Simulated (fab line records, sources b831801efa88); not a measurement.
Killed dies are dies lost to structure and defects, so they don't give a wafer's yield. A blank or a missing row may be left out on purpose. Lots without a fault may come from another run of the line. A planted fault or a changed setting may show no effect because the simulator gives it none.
fab line records | flow sky130
record lots=24 wafers=72 last_day=50
route steps=708 shown LOCAL_INTERCONNECT@398 CONTACT@406 METAL2@498 CAPM@550 VIA3@586
lots that met no fault: from a run of the same line without faults
start_h: hours from the record's first day to the start of the lot's first wafer shown | wait_h: hours since the lot's step before | " the same as in the row above | L1.1+2: a row that stands for several wafers | - no value, or no start given | * or withheld: withheld | < > ~ a bound
route shown NAME@n: a module of which the file shows steps, and the number in the route of the first | usual: mean/standard deviation of fault-free wafers | same: alike in all rows | chamber/n: place in a boat | sites: the reading at each site | _std_site: their standard deviation | _edge_site: outer sites' mean less inner sites' | radius_mm: how far each site lies from the wafer's centre | mask NAME#n: copy n | behind: the tool/chamber that last shaped the wafer | hold: why the lot was held/for how many hours/how that ended | device: the transistor (n, p or np) that didn't switch | end of line: the same wafers' tests at the end of the route | a step without rows: its recipe alone | killed: dies lost to structure and defects at the first sort, not the wafer's yield | map: a wafer's dies, x killed, . not, _ none there
set.NAME: the setting as run; set.NAME@STEP: as run at that earlier step | model.NAME: the simulator's own value behind a step, which no gauge read
steps of the route over a sample of lots; a table a step, a row a wafer
services: from which hour (start_h, from the record's first day; less than 0 if before it) a tool's chamber was out of use, for how many hours, and why
## steps
# step SKY_LOCAL_INTERCONNECT_CD_MEAS_11
# recipe target_cd_nm=170
# usual cd_nm=170.2/1.4
# columns lot.wafer tool chamber start_h wait_h cd_nm
L074.4 cd_sem-02 - 707.51 - 170.6
L074.5 " - " " 170.9
L074.6 " - " " 169.8
L076.2 cd_sem-02 - 716.43 - 170.2
L076.3 " - " " 169.9
L076.6 " - " " 171.2
L075.1 cd_sem-02 - 719.73 - 169.4
L075.2 " - " " 169.4
L075.3 " - " " 167.9
L078.4 cd_sem-01 - 742.94 - 169.8
L078.5 " - " " 170.5
L078.6 " - " " 170.3
L077.2 cd_sem-01 - 748.50 - 169.0
L077.3 " - " " 169.3
L077.5 " - " " 170.3
L079.1 cd_sem-01 - 755.06 - 171.1
L079.2 " - " " 171.0
L079.5 " - " " 170.3
L080.2 cd_sem-01 - 767.22 - 166.8
L080.3 " - " " 169.8
L080.6 " - " " 168.6
L081.2 cd_sem-01 - 770.42 - 168.7
L081.5 " - " " 171.9
L081.6 " - " " 170.9
L082.3 cd_sem-02 - 779.35 - 170.7
L082.4 " - " " 170.1
L082.6 " - " " 169.5
L083.1 cd_sem-02 - 784.15 - 170.1
L083.5 " - " " 170.7
L083.6 " - " " 169.8
L084.2 cd_sem-01 - 800.98 - 171.1
L084.3 " - " " 171.9
L084.4 " - " " 170.4
L086.2 cd_sem-01 - 805.78 - 171.7
L086.3 " - " " 168.9
L086.6 " - " " 170.0
L085.1 cd_sem-02 - 808.83 - 170.4
L085.4 " - " " 171.4
L085.6 " - " " 168.9
L088.2 cd_sem-02 - 812.97 - 171.4
L088.4 " - " " 172.0
L088.5 " - " " 171.1
L087.2 cd_sem-02 - 818.93 - 172.6
L087.3 " - " " 172.1
L087.4 " - " " 171.0
L089.2 cd_sem-01 - 824.37 - 170.5
L089.5 " - " " 169.7
L089.6 " - " " 170.5
L090.1 cd_sem-01 - 825.30 - 171.8
L090.2 " - " " 170.8
L090.6 " - " " 170.9
L091.2 cd_sem-01 - 839.73 - 168.2
L091.4 " - " " 168.9
L091.5 " - " " 168.6
L092.1 cd_sem-02 - 845.43 - 168.4
L092.2 " - " " 169.3
L092.4 " - " " 167.2
L093.1 cd_sem-02 - 851.45 - 168.1
L093.2 " - " " 167.7
L093.6 " - " " 167.4
L094.3 cd_sem-01 - 857.72 - 169.5
L094.4 " - " " 169.9
L094.5 " - " " 171.3
L095.3 cd_sem-01 - 869.20 - 169.3
L095.5 " - " " 169.8
L095.6 " - " " 169.7
L096.1 cd_sem-01 - 887.66 - 171.3
L096.3 " - " " 172.8
L096.5 " - " " 171.7
L097.1 cd_sem-01 - 892.28 - 171.9
L097.5 " - " " 172.7
L097.6 " - " " 170.6
# step SKY_LOCAL_INTERCONNECT_STRIP_15
# recipe chemistry=O2/N2 power_w=1400 pressure_mtorr=1500 platen_temp_c=withheld o2_flow_sccm=3000 n2_flow_sccm=300 overash_fraction=0.5
# usual drypump_motor_current_A=5.9/0.5 n2_flow_sccm=300.0/0.98 oes_product_au=0.427/0.0045 strip_time_to_endpoint_s=4.725/0.021
# columns lot.wafer tool chamber start_h wait_h drypump_motor_current_A n2_flow_sccm oes_product_au rf_hours_counter_h strip_time_to_endpoint_s
L074.4 plasma_asher-04 0 707.76 0.1 5.4 298.4 0.431 - 4.703
L074.5 " 0 " " 5.3 300.3 0.421 - 4.704
L074.6 " 1 " " 6.6 300.2 0.428 - 4.702
L076.2 plasma_asher-02 0 716.68 0.0 5.9 299.2 0.427 103 4.726
L076.3 " 0 " " 5.9 300.2 0.416 - 4.713
L076.6 " 0 " " 5.9 300.0 0.429 - 4.732
L075.1 plasma_asher-03 1 720.00 0.0 5.7 299.4 0.430 88 4.726
L075.2 " 0 " " 6.3 298.6 0.423 88 4.721
L075.3 " 1 " " 5.7 299.0 0.425 - 4.707
L078.4 plasma_asher-04 1 743.19 0.1 6.7 300.9 0.421 - 4.747
L078.5 " 0 " " 5.4 300.4 0.424 - 4.755
L078.6 " 1 " " 6.6 300.7 0.431 - 4.763
L077.2 plasma_asher-03 0 748.75 0.0 6.3 299.9 0.422 91 4.739
L077.3 " 0 " " 6.3 298.8 0.432 - 4.747
L077.5 " 0 " " 6.3 300.1 0.432 - 4.729
L079.1 plasma_asher-04 1 755.44 0.1 6.6 298.3 0.424 61 4.750
L079.2 " 0 " " 5.4 301.1 0.429 61 4.739
L079.5 " 0 " " 5.3 299.9 0.429 - 4.771
L080.2 plasma_asher-03 1 767.47 0.0 5.7 298.4 0.423 93 4.707
L080.3 " 1 " " 5.7 299.5 0.424 - 4.731
L080.6 " 1 " " 5.7 298.6 0.424 - 4.746
L081.2 plasma_asher-04 0 770.79 0.1 5.3 299.4 0.428 63 4.761
L081.5 " 1 " " 6.6 300.7 0.426 - 4.754
L081.6 " 0 " " 5.3 300.2 0.426 - 4.747
L082.3 plasma_asher-04 1 779.61 0.1 6.7 300.6 0.426 - 4.729
L082.4 " 0 " " 5.3 299.6 0.421 - 4.712
L082.6 " 1 " " 6.7 300.3 0.437 - 4.710
L083.1 plasma_asher-02 1 784.42 0.0 5.6 301.0 0.425 4 4.718
L083.5 " 1 " " 5.6 300.0 0.424 - 4.728
L083.6 " 0 " " 5.9 300.5 0.421 - 4.712
L084.2 plasma_asher-04 1 801.23 0.0 6.7 301.1 0.426 66 4.686
L084.3 " 0 " " 5.4 299.2 0.432 - 4.682
L084.4 " 1 " " 6.7 300.2 0.418 - 4.679
L086.2 plasma_asher-04 0 806.03 0.0 5.4 299.7 0.432 67 4.717
L086.3 " 0 " " 5.3 299.0 0.428 - 4.728
L086.6 " 1 " " 6.6 298.2 0.430 - 4.713
L085.1 plasma_asher-04 0 809.10 0.0 5.3 301.0 0.439 67 4.752
L085.4 " 0 " " 5.3 301.6 0.430 - 4.752
L085.6 " 0 " " 5.3 300.3 0.430 - 4.740
L088.2 plasma_asher-02 0 813.23 0.0 5.9 300.6 0.439 5 4.743
L088.4 " 0 " " 5.9 300.7 0.433 - 4.754
L088.5 " 0 " " 5.9 300.7 0.419 - 4.722
L087.2 plasma_asher-03 0 819.18 0.0 6.3 301.6 0.422 98 4.695
L087.3 " 0 " " 6.3 299.9 0.428 - 4.710
L087.4 " 1 " " 5.7 300.7 0.430 - 4.718
L089.2 plasma_asher-04 1 824.63 0.0 6.6 299.0 0.427 68 4.732
L089.5 " 1 " " 6.6 300.5 0.423 - 4.744
L089.6 " 0 " " 5.3 300.0 0.421 - 4.749
L090.1 plasma_asher-04 0 825.69 0.1 5.4 298.2 0.430 68 4.726
L090.2 " 1 " " 6.6 299.1 0.428 68 4.706
L090.6 " 1 " " 6.7 299.5 0.430 - 4.722
L091.2 plasma_asher-04 0 839.98 0.0 5.3 299.4 0.426 70 4.722
L091.4 " 0 " " 5.3 300.4 0.420 - 4.727
L091.5 " 0 " " 5.3 298.9 0.427 - 4.752
L092.1 plasma_asher-04 1 845.70 0.0 6.6 299.8 0.431 71 4.727
L092.2 " 0 " " 5.4 300.2 0.426 71 4.758
L092.4 " 1 " " 6.6 300.2 0.436 - 4.775
L093.1 plasma_asher-03 0 851.73 0.0 6.3 299.4 0.426 101 4.713
L093.2 " 1 " " 5.7 298.9 0.426 101 4.735
L093.6 " 0 " " 6.3 299.3 0.425 - 4.752
L094.3 plasma_asher-02 0 858.10 0.1 5.9 298.2 0.422 - 4.713
L094.4 " 1 " " 5.6 301.7 0.431 - 4.710
L094.5 " 0 " " 5.9 301.5 0.428 - 4.708
L095.3 plasma_asher-02 0 869.46 0.1 5.9 300.1 0.421 - 4.672
L095.5 " 0 " " 5.9 300.7 0.417 - 4.722
L095.6 " 1 " " 5.6 299.8 0.428 - 4.694
L096.1 plasma_asher-03 1 887.93 0.0 5.7 299.2 0.425 105 4.712
L096.3 " 1 " " 5.7 300.1 0.432 - 4.738
L096.5 " 0 " " 6.3 301.5 0.429 - 4.719
L097.1 plasma_asher-03 0 892.55 0.0 6.3 302.4 0.429 105 4.740
L097.5 " 0 " " 6.3 301.4 0.428 - 4.711
L097.6 " 1 " " 5.7 299.8 0.427 - 4.740
# step SKY_CONTACT_CVD_00
# recipe material=Si3N4 target_thk_nm=75 temp_c=400 time_s=withheld rf_w=450
# usual heater_power_w=700/99
# columns lot.wafer tool chamber start_h wait_h heater_power_w
L074.4 pecvd-01 0 708.33 0.0 782
L074.5 " 2 " " 686
L074.6 " 1 " " 522
L076.2 pecvd-04 2 717.27 0.0 807
L076.3 " 0 " " 654
L076.6 " 1 " " 758
L075.1 pecvd-04 2 720.59 0.0 876
L075.2 " 1 " " 773
L075.3 " 0 " " 631
L078.4 pecvd-01 0 743.76 0.0 776
L078.5 " 1 " " 589
L078.6 " 2 " " 721
L077.2 pecvd-04 1 749.35 0.0 827
L077.3 " 2 " " 809
L077.5 " 2 " " 817
L079.1 pecvd-01 0 756.04 0.0 757
L079.2 " 1 " " 545
L079.5 " 2 " " 766
L080.2 pecvd-01 1 768.07 0.0 561
L080.3 " 0 " " 794
L080.6 " 2 " " 703
L081.2 pecvd-03 1 771.45 0.0 602
L081.5 " 1 " " 597
L081.6 " 2 " " 534
L082.3 pecvd-03 2 780.17 0.0 593
L082.4 " 0 " " 774
L082.6 " 2 " " 602
L083.1 pecvd-03 0 785.07 0.0 773
L083.5 " 2 " " 563
L083.6 " 1 " " 653
L084.2 pecvd-04 1 802.25 0.0 793
L084.3 " 0 " " 682
L084.4 " 1 " " 788
L086.2 pecvd-01 0 806.62 0.0 755
L086.3 " 2 " " 819
L086.6 " 1 " " 569
L085.1 pecvd-03 0 810.05 0.0 775
L085.4 " 1 " " 626
L085.6 " 0 " " 785
L088.2 pecvd-01 0 813.85 0.0 806
L088.4 " 1 " " 625
L088.5 " 2 " " 707
L087.2 pecvd-01 1 819.77 0.0 628
L087.3 " 0 " " 774
L087.4 " 0 " " 779
L089.2 pecvd-04 0 825.22 0.0 667
L089.5 " 0 " " 687
L089.6 " 2 " " 879
L090.1 pecvd-03 2 826.32 0.0 554
L090.2 " 0 " " 776
L090.6 " 0 " " 790
L091.2 pecvd-04 2 840.57 0.0 754
L091.4 " 2 " " 767
L091.5 " 0 " " 685
L092.1 pecvd-01 0 846.30 0.0 786
L092.2 " 2 " " 726
L092.4 " 1 " " 578
L093.1 pecvd-03 1 852.33 0.0 635
L093.2 " 2 " " 586
L093.6 " 1 " " 636
L094.3 pecvd-04 0 858.66 0.0 631
L094.4 " 0 " " 634
L094.5 " 2 " " 804
L095.3 pecvd-03 0 870.02 0.0 830
L095.5 " 2 " " 568
L095.6 " 0 " " 803
L096.1 pecvd-03 2 888.53 0.0 545
L096.3 " 2 " " 535
L096.5 " 0 " " 742
L097.1 pecvd-04 0 893.18 0.0 665
L097.5 " 1 " " 685
L097.6 " 0 " " 657
# step SKY_METAL2_CD_MEAS_15
# recipe target_cd_nm=140
# usual cd_nm=139.4/1.7
# columns lot.wafer tool chamber start_h wait_h cd_nm
L074.4 cd_sem-01 - 822.32 - 140.5
L074.5 " - " " 141.9
L074.6 " - " " 141.5
L076.2 cd_sem-02 - 831.30 - 140.4
L076.3 " - " " 138.9
L076.6 " - " " 140.0
L075.1 cd_sem-02 - 834.50 - 138.7
L075.2 " - " " 137.0
L075.3 " - " " 138.0
L078.4 cd_sem-01 - 856.36 - 137.6
L078.5 " - " " 138.5
L078.6 " - " " 137.4
L077.2 cd_sem-01 - 862.00 - 143.3
L077.3 " - " " 143.7
L077.5 " - " " 142.2
L079.1 cd_sem-02 - 868.81 - 142.0
L079.2 " - " " 141.2
L079.5 " - " " 140.5
L080.2 cd_sem-02 - 879.20 - 139.2
L080.3 " - " " 139.4
L080.6 " - " " 139.3
L081.2 cd_sem-01 - 882.93 - 140.7
L081.5 " - " " 139.3
L081.6 " - " " 139.5
L082.3 cd_sem-02 - 891.50 - 137.4
L082.4 " - " " 136.5
L082.6 " - " " 137.2
L083.1 cd_sem-02 - 894.76 - 139.7
L083.5 " - " " 140.4
L083.6 " - " " 140.4
L084.2 cd_sem-01 - 909.70 - 142.1
L084.3 " - " " 141.2
L084.4 " - " " 141.5
L086.2 cd_sem-02 - 913.68 - 138.9
L086.3 " - " " 140.2
L086.6 " - " " 138.6
L085.1 cd_sem-01 - 918.68 - 138.2
L085.4 " - " " 137.8
L085.6 " - " " 137.6
L088.2 cd_sem-01 - 922.35 - 140.5
L088.4 " - " " 139.3
L088.5 " - " " 139.0
L087.2 cd_sem-02 - 927.48 - 139.7
L087.3 " - " " 139.3
L087.4 " - " " 140.2
L089.2 cd_sem-02 - 932.65 - 136.4
L089.5 " - " " 137.5
L089.6 " - " " 137.1
L090.1 cd_sem-01 - 933.71 - 139.1
L090.2 " - " " 140.4
L090.6 " - " " 140.7
L091.2 cd_sem-02 - 946.63 - 142.7
L091.4 " - " " 142.3
L091.5 " - " " 142.3
L092.1 cd_sem-02 - 952.21 - 139.3
L092.2 " - " " 139.3
L092.4 " - " " 137.8
L093.1 cd_sem-01 - 956.08 - 139.4
L093.2 " - " " 140.7
L093.6 " - " " 138.6
L094.3 cd_sem-01 - 962.62 - 139.2
L094.4 " - " " 137.0
L094.5 " - " " 137.6
L095.3 cd_sem-02 - 974.90 - 136.7
L095.5 " - " " 140.1
L095.6 " - " " 139.3
L096.1 cd_sem-01 - 990.01 - 139.3
L096.3 " - " " 140.3
L096.5 " - " " 139.6
L097.1 cd_sem-02 - 995.36 - 138.4
L097.5 " - " " 138.3
L097.6 " - " " 137.2
# step SKY_CAPM_METAL_ETCH_13
# recipe target_depth_nm=220 stop_on=SiO2 chemistry=Cl2/BCl3 target=TiN pressure_mtorr=10 icp_w=900 bias_w=48.5 Cl2_flow_sccm=60 bcl3_flow_sccm=30 time_s=62.9
# usual drypump_motor_current_A=5.6/0.5 oes_product_au=0.937/0.0084 throttle_valve_pct=21.903/0.01
# columns lot.wafer tool chamber start_h wait_h drypump_motor_current_A oes_product_au rf_hours_counter_h throttle_valve_pct
L074.4 rie_metal-04 0 876.88 0.0 5.0 0.938 - 21.913
L074.5 " 0 " " 5.0 0.931 - 21.897
L074.6 " 1 " " 5.7 0.946 - 21.883
L076.2 rie_metal-04 1 886.07 0.0 5.7 0.940 2 21.905
L076.3 " 0 " " 5.0 0.941 - 21.904
L076.6 " 0 " " 5.0 0.943 - 21.890
L075.1 rie_metal-02 0 889.69 0.0 6.5 0.942 18 21.912
L075.2 " 0 " " 6.5 0.931 - 21.904
L075.3 " 0 " " 6.5 0.936 - 21.914
L078.4 rie_metal-04 1 910.18 0.0 5.7 0.939 - 21.892
L078.5 " 1 " " 5.7 0.951 - 21.900
L078.6 " 0 " " 5.0 0.949 - 21.912
L077.2 rie_metal-04 0 915.65 0.0 5.0 0.934 16 21.914
L077.3 " 1 " " 5.7 0.948 - 21.908
L077.5 " 0 " " 5.0 0.939 - 21.903
L079.1 rie_metal-01 0 922.67 0.0 5.4 0.924 8 21.915
L079.2 " 1 " " 5.1 0.941 17 21.877
L079.5 " 0 " " 5.4 0.943 - 21.904
L080.2 rie_metal-01 0 931.50 0.0 5.4 0.925 8 21.909
L080.3 " 1 " " 5.1 0.932 - 21.900
L080.6 " 0 " " 5.4 0.925 - 21.912
L081.2 rie_metal-01 1 935.64 0.0 5.1 0.933 18 21.924
L081.5 " 1 " " 5.1 0.926 - 21.927
L081.6 " 0 " " 5.4 0.945 - 21.904
L082.3 rie_metal-04 0 943.78 0.0 5.0 0.941 - 21.895
L082.4 " 1 " " 5.6 0.925 - 21.910
L082.6 " 0 " " 5.0 0.929 - 21.906
L083.1 rie_metal-02 1 946.30 0.0 6.3 0.933 4 21.916
L083.5 " 1 " " 6.3 0.940 - 21.899
L083.6 " 1 " " 6.3 0.937 - 21.892
L084.2 rie_metal-04 1 961.05 0.0 5.7 0.943 5 21.900
L084.3 " 1 " " 5.7 0.928 - 21.928
L084.4 " 0 " " 5.0 0.930 - 21.895
L086.2 rie_metal-01 1 964.32 0.0 5.1 0.944 19 21.895
L086.3 " 1 " " 5.1 0.937 - 21.909
L086.6 " 0 " " 5.4 0.941 - 21.892
L085.1 rie_metal-04 0 970.40 0.0 5.0 0.935 18 21.897
L085.4 " 1 " " 5.7 0.933 - 21.909
L085.6 " 0 " " 5.0 0.938 - 21.907
L088.2 rie_metal-01 0 973.85 0.0 5.4 0.929 10 21.904
L088.4 " 0 " " 5.4 0.951 - 21.886
L088.5 " 1 " " 5.1 0.946 - 21.898
L087.2 rie_metal-01 0 978.25 0.0 5.4 0.940 10 21.899
L087.3 " 1 " " 5.1 0.931 - 21.891
L087.4 " 0 " " 5.4 0.940 - 21.907
L089.2 rie_metal-04 0 983.45 0.0 5.0 0.949 19 21.896
L089.5 " 0 " " 5.0 0.947 - 21.891
L089.6 " 1 " " 5.7 0.951 - 21.902
L090.1 rie_metal-02 1 985.00 0.0 6.3 0.935 6 21.897
L090.2 " 0 " " 6.5 0.928 2 21.909
L090.6 " 0 " " 6.5 0.948 - 21.891
L091.2 rie_metal-02 0 996.62 0.0 6.5 0.952 2 21.892
L091.4 " 1 " " 6.3 0.932 - 21.907
L091.5 " 0 " " 6.5 0.934 - 21.900
L092.1 rie_metal-02 1 1001.97 0.0 6.3 0.934 7 21.916
L092.2 " 0 " " 6.5 0.934 3 21.911
L092.4 " 1 " " 6.3 0.942 - 21.894
L093.1 rie_metal-04 1 1005.42 0.0 5.7 0.933 8 21.912
L093.2 " 1 " " 5.7 0.938 - 21.898
L093.6 " 1 " " 5.7 0.930 - 21.919
L094.3 rie_metal-04 1 1012.60 0.1 5.7 0.948 - 21.895
L094.4 " 1 " " 5.7 0.945 - 21.894
L094.5 " 1 " " 5.6 0.967 - 21.896
L095.3 rie_metal-04 1 1024.82 0.1 5.7 0.938 - 21.898
L095.5 " 1 " " 5.7 0.934 - 21.888
L095.6 " 1 " " 5.7 0.933 - 21.902
L096.1 rie_metal-01 0 1038.95 0.0 5.4 0.942 15 21.893
L096.3 " 0 " " 5.4 0.933 - 21.917
L096.5 " 1 " " 5.1 0.936 - 21.913
L097.1 rie_metal-01 1 1043.44 0.0 5.1 0.942 1 21.900
L097.5 " 0 " " 5.4 0.922 - 21.917
L097.6 " 1 " " 5.0 0.938 - 21.888
# step SKY_VIA3_OVL_MEAS_13
# usual VIA3_OVL=-1/7.2
# columns lot.wafer tool chamber start_h wait_h VIA3_OVL[nm]
L074.4 overlay-02 - 929.14 0.1 3
L074.5 " - " " 9
L074.6 " - " " 3
L076.2 overlay-01 - 937.71 0.1 -4
L076.3 " - " " -10
L076.6 " - " " -7
L075.1 overlay-02 - 941.78 0.1 10
L075.2 " - " " -8
L075.3 " - " " 2
L078.4 overlay-01 - 961.09 0.1 4
L078.5 " - " " 18
L078.6 " - " " -1
L077.2 overlay-01 - 965.98 0.1 1
L077.3 " - " " -16
L077.5 " - " " -10
L079.1 overlay-01 - 972.80 0.1 -11
L079.2 " - " " -5
L079.5 " - " " 1
L080.2 overlay-02 - 982.48 0.1 -11
L080.3 " - " " 5
L080.6 " - " " -16
L081.2 overlay-01 - 985.98 0.1 -3
L081.5 " - " " -8
L081.6 " - " " -2
L082.3 overlay-01 - 993.49 0.1 8
L082.4 " - " " -2
L082.6 " - " " -1
L083.1 overlay-02 - 995.83 0.1 -4
L083.5 " - " " -5
L083.6 " - " " -5
L084.2 overlay-01 - 1009.88 0.1 -6
L084.3 " - " " 6
L084.4 " - " " -9
L086.2 overlay-02 - 1013.83 0.1 -4
L086.3 " - " " -3
L086.6 " - " " -4
L085.1 overlay-02 - 1018.95 0.1 7
L085.4 " - " " 3
L085.6 " - " " -3
L088.2 overlay-02 - 1022.68 0.1 -14
L088.4 " - " " -9
L088.5 " - " " 3
L087.2 overlay-01 - 1026.13 0.1 2
L087.3 " - " " -11
L087.4 " - " " -7
L089.2 overlay-02 - 1031.98 0.1 7
L089.5 " - " " -3
L089.6 " - " " 3
L090.1 overlay-01 - 1032.90 0.1 4
L090.2 " - " " -8
L090.6 " - " " 0
L091.2 overlay-01 - 1043.53 0.1 -15
L091.4 " - " " -9
L091.5 " - " " 3
L092.1 overlay-01 - 1048.68 0.1 9
L092.2 " - " " 9
L092.4 " - " " 4
L093.1 overlay-02 - 1053.08 0.1 9
L093.2 " - " " 5
L093.6 " - " " 3
L094.3 overlay-02 - 1060.17 0.1 3
L094.4 " - " " -4
L094.5 " - " " 1
L095.3 overlay-01 - 1070.57 0.1 2
L095.5 " - " " 0
L095.6 " - " " 4
L096.1 overlay-01 - 1084.18 0.1 3
L096.3 " - " " -6
L096.5 " - " " 4
L097.1 overlay-01 - 1089.33 0.1 -13
L097.5 " - " " -12
L097.6 " - " " -9
## services
# columns tool chamber start_h hours kind
plasma_asher-04 - 702.46 1.8 repair
rie_metal-04 - 703.17 2.8 pm
plasma_asher-02 - 717.25 1.3 repair
pecvd-04 - 725.04 2.8 pm
pecvd-04 - 728.68 1.9 repair
plasma_asher-02 - 733.75 9.0 pm
pecvd-03 0 736.56 10.5 repair
pecvd-03 - 737.63 6.0 pm
rie_metal-01 0 765.88 4.6 repair
plasma_asher-02 - 792.56 14.6 pm
rie_metal-04 1 818.27 - clean
rie_metal-04 1 818.27 11.3 scheduled_down
rie_metal-04 1 818.27 11.3 vent_cycle
pecvd-03 - 820.86 3.1 repair
plasma_asher-03 - 872.48 0.4 repair
rie_metal-01 0 873.71 8.3 repair
pecvd-03 1 882.34 19.1 repair
rie_metal-01 0 892.26 5.2 repair
plasma_asher-02 - 902.56 6.1 repair
rie_metal-04 - 930.37 0.8 repair
pecvd-01 - 945.55 2.1 repair
pecvd-01 - 967.24 0.8 repair
rie_metal-04 0 985.02 40.2 repair
plasma_asher-02 - 1019.84 2.8 pm
## key
fault none
